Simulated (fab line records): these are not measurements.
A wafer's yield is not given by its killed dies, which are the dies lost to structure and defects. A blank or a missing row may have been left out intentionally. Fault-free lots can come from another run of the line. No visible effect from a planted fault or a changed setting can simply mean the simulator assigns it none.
A struck lot beside a sound one :: flow sky130 :: 31 steps out of a route of 708
Sound: wafers L207.2, L207.4, L207.5. Wafers L203.4, L203.5, L203.6 were the ones struck. The cause is named last.
For every step that has rows: the tool of each side, followed by ch and its chambers, followed by its first start. Under that, the readings that differ: sound wafers :: struck wafers :: difference of the means :: sigmas: that difference in standard deviations of wafers without a fault.
alike: readings with means less than 2 such deviations apart, plus words and numbers identical on both sides. not compared: withheld readings, readings lacking a value on some wafer, bounds such as >300 that could conceal the same value, and numbers that have no deviation in the record and whose values overlap.
Wherever a step has rows on one side only, a row that says differs or no value, or a row with sigmas, the two part there. Numbers that don't overlap but have no deviation are shown without sigmas and don't part them. A reading missing from all wafers of one side parts the sides only when that side holds two or more wafers.

first, 1 step without rows for these wafers: SKY_NWELL_IMPLANT_13.
SKY_NWELL_STRIP_14: strips in O2/N2.
  sound on plasma-asher-01 ch 0,1, day 8 19:58; struck on plasma-asher-04 ch 0,1, day 7 22:04
  alike: chamber-pressure-mTorr, drypump-motor-current-A, oes-product-au, strip-time-to-endpoint-s
  not compared: rf-hours-counter-h
SKY_NWELL_TW_MEAS_15:
  sound on film-metro-03, day 8 20:05; struck on film-metro-03, day 7 22:10
  alike: NWELL_TW
then, 7 steps without rows for these wafers: SKY_NWELL_DEHYDRATE_16 (time 60 s); SKY_NWELL_HMDS_17 (prime time 60 s); SKY_NWELL_COAT_18 (resist thk 3000 nm); SKY_NWELL_SOFTBAKE_19; SKY_NWELL_EXPOSE_20 (exposes mask NWM COMPLEMENT, target cd 840 nm); SKY_NWELL_PEB_21; SKY_NWELL_DEVELOP_22 (develop time 60 s).
SKY_NWELL_OVL_MEAS_23:
  sound on overlay-02, day 9 16:51; struck on overlay-02, day 8 17:13
  alike: NWELL_01_OVL
next, for these wafers, 1 step has no rows: SKY_NWELL_IMPLANT_24.
SKY_NWELL_STRIP_25: strips in O2/N2.
  sound on plasma-asher-03 ch 0,1, day 9 17:02; struck on plasma-asher-03 ch 0,1, day 8 17:25
  no value came back on the struck wafers for any of 5 readings (chamber-pressure-mTorr (mTorr), drypump-motor-current-A (A) and others); on the sound wafers chamber-pressure-mTorr (mTorr) reads 1499.0 1497.8 1500.7
reading: model.coat_of_NWELL_COAT_18.thk-nm (nm)
sound: 0 0 0
struck: 2984 2993 2997
difference: +2991
sigmas: 
  not compared: rf-hours-counter-h
SKY_NWELL_TW_MEAS_26:
  sound on film-metro-03, day 9 17:08; struck on film-metro-03, day 8 17:31
  alike: NWELL_2_TW
then, 1 step without rows for these wafers: SKY_NWELL_CLEAN_27 (cleans in SC1/SC2, time 157.2 s).
SKY_NWELL_RTA_28: time 30 s.
  sound on rtp-anneal-01 ch 0, day 9 17:16; struck on rtp-anneal-01 ch 0, day 8 17:41
  alike: lamp-power-pct, wafer_temp_C_max
SKY_NWELL_RS_MEAS_29: measurement is done with a four-point probe.
  sound on film-metro-03, day 9 17:22; struck on film-metro-04, day 8 17:48
  alike: NWELL_RS
SKY_NWELL_RS_MEAS_31: measurement is done with a four-point probe.
  sound on film-metro-03, day 9 17:36; struck on film-metro-04, day 8 18:02
  alike: PWDE_RS
then, 7 steps without rows for these wafers: SKY_VT_ADJUST_HVTP_DEHYDRATE_00 (time 60 s); SKY_VT_ADJUST_HVTP_HMDS_01 (prime time 60 s); SKY_VT_ADJUST_HVTP_COAT_02 (resist thk 1140 nm); SKY_VT_ADJUST_HVTP_SOFTBAKE_03 (time 60 s); SKY_VT_ADJUST_HVTP_EXPOSE_04 (exposes mask HVTPM, target cd 380 nm); SKY_VT_ADJUST_HVTP_PEB_05; SKY_VT_ADJUST_HVTP_DEVELOP_06 (develop time 60 s).
SKY_VT_ADJUST_HVTP_CD_MEAS_07: the cd target is 380 nm.
  sound on cd-sem-02, day 10 15:43; struck on cd-sem-02, day 9 15:10
  alike: cd-nm
SKY_VT_ADJUST_HVTP_OVL_MEAS_08:
  sound on overlay-01, day 10 15:49; struck on overlay-02, day 9 15:14
  alike: VT_ADJUST_HVTP_OVL
next, for these wafers, 1 step has no rows: SKY_VT_ADJUST_HVTP_IMPLANT_09.
SKY_VT_ADJUST_HVTP_STRIP_10: strips in O2/N2.
  sound on plasma-asher-02 ch 0,1, day 10 16:00; struck on plasma-asher-01 ch 0,1, day 9 15:26
reading: oes-product-au (a.u.)
sound: 0.717 0.719 0.717
struck: 0.727 0.725 0.735
difference: +0.011
sigmas: +3

reading: strip-time-to-endpoint-s (s)
sound: 14.13 14.15 14.15
struck: 58.43 58.59 58.63
difference: +44.41
sigmas: +99 or more
  alike: chamber-pressure-mTorr, drypump-motor-current-A
  not compared: rf-hours-counter-h
SKY_VT_ADJUST_HVTP_TW_MEAS_11:
  sound on film-metro-03, day 10 16:07; struck on film-metro-01, day 9 15:46
reading: VT_ADJUST_HVTP_TW
sound: 1358 1363 1367
struck: 30 30 30
difference: -1333
sigmas: -99 or more
  not compared: hold
SKY_PAD_OPEN_PROBE_99:
  the record has rows for the sound wafers here (prober-01, day 50 00:23) and none for the struck ones

## WHERE THEY PART
First at SKY_NWELL_STRIP_25; last, within this record, at SKY_PAD_OPEN_PROBE_99.

WHY: what had been put in by the simulator
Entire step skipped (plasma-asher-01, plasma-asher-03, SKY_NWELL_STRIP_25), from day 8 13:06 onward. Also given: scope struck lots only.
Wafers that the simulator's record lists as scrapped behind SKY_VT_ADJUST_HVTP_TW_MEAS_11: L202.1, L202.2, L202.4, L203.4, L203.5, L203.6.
